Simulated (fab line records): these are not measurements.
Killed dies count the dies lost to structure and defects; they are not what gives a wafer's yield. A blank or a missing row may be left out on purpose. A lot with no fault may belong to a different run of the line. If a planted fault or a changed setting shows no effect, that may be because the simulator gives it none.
A struck lot beside a sound one	flow sky130	16 out of 708 route steps
Sound: wafers L916.1, L916.5, L916.6. Wafers struck: L925.2, L925.4, L925.5. At the end, the cause is stated.
For every step that has rows: the tool of each side, followed by ch and its chambers, followed by its first start. Under that, the readings that differ: sound wafers	struck wafers	difference of the means	sigmas: that difference in standard deviations of wafers without a fault.
alike: a reading whose means differ by less than 2 such deviations, as well as words and numbers matching on both sides. not compared: withheld readings; readings where some wafer has no value; bounds like >300 that might hide an equal value; numbers whose values overlap and for which the record gives no deviation.
The two part at a step that has a row with sigmas, a row that says differs or no value, or rows on one side only. When numbers do not overlap yet have no deviation, they are printed without sigmas and do not part them. A reading that every wafer of one side lacks parts them only if that side has two wafers or more.

first, 5 steps without rows for these wafers: SKY_SONOS_TUNNEL_COAT_02 (resist thk 1140 nm); SKY_SONOS_TUNNEL_SOFTBAKE_03 (time 60 s); SKY_SONOS_TUNNEL_EXPOSE_04 (exposes mask TUNM, target cd 410 nm); SKY_SONOS_TUNNEL_PEB_05; SKY_SONOS_TUNNEL_DEVELOP_06 (develop time 60 s).
SKY_SONOS_TUNNEL_CD_MEAS_07: target cd 410 nm.
  struck on cd sem-01, day 13 17:38; sound on cd sem-01, day 11 11:44
  alike: cd nm
SKY_SONOS_TUNNEL_OVL_MEAS_08:
  struck on overlay-01, day 13 17:44; sound on overlay-02, day 11 11:52
reading	sound	struck	difference	sigmas
SONOS_TUNNEL_OVL (nm)	-0.4 -1.8 -1.4	3.3 2.5 3.8	+4.4	+3
then, 3 steps without rows for these wafers: SKY_SONOS_TUNNEL_IMPLANT_09; SKY_SONOS_TUNNEL_WET_ETCH_10 (etches SiO2 in dHF, target depth 14 nm, time 280 s); SKY_SONOS_TUNNEL_STRIP_11 (strips in SPM, time 600 s).
SKY_SONOS_TUNNEL_TW_MEAS_12:
  struck on film metro-03, day 13 18:12; sound on film metro-03, day 11 12:19
  alike: SONOS_TUNNEL_TW
then, 1 step without rows for these wafers: SKY_SONOS_TUNNEL_CLEAN_13 (cleans in dHF, time 20 s).
SKY_SONOS_ONO_OXIDATION_00: stabilise 600 s, purge 300 s, target thk 2.6 nm.
  sound on furnace-01 ch 0, day 11 15:09; struck on furnace-01 ch 0, day 14 00:05
  alike: zone power top pct
SKY_SONOS_ONO_THK_MEAS_01:
  struck on film metro-01, day 14 01:27; sound on film metro-04, day 11 16:30
reading	sound	struck	difference	sigmas
SONOS_ONO_OXIDATION_THK (nm)	2.68 2.63 2.55	4.23 4.30 4.28	+1.65	+29
then, 1 step without rows for these wafers: SKY_SONOS_ONO_CVD_02 (deposits Si3N4 from DCS/NH3, target thk 10.5 nm, time 180 s).
SKY_PAD_OPEN_PROBE_99:
  the record has rows for the sound wafers here (prober-01, day 45 21:16) and none for the struck ones

== WHERE THEY PART ==
At SKY_SONOS_TUNNEL_OVL_MEAS_08 first; at SKY_PAD_OPEN_PROBE_99 last (within this record only).

WHY: what had been put in by the simulator
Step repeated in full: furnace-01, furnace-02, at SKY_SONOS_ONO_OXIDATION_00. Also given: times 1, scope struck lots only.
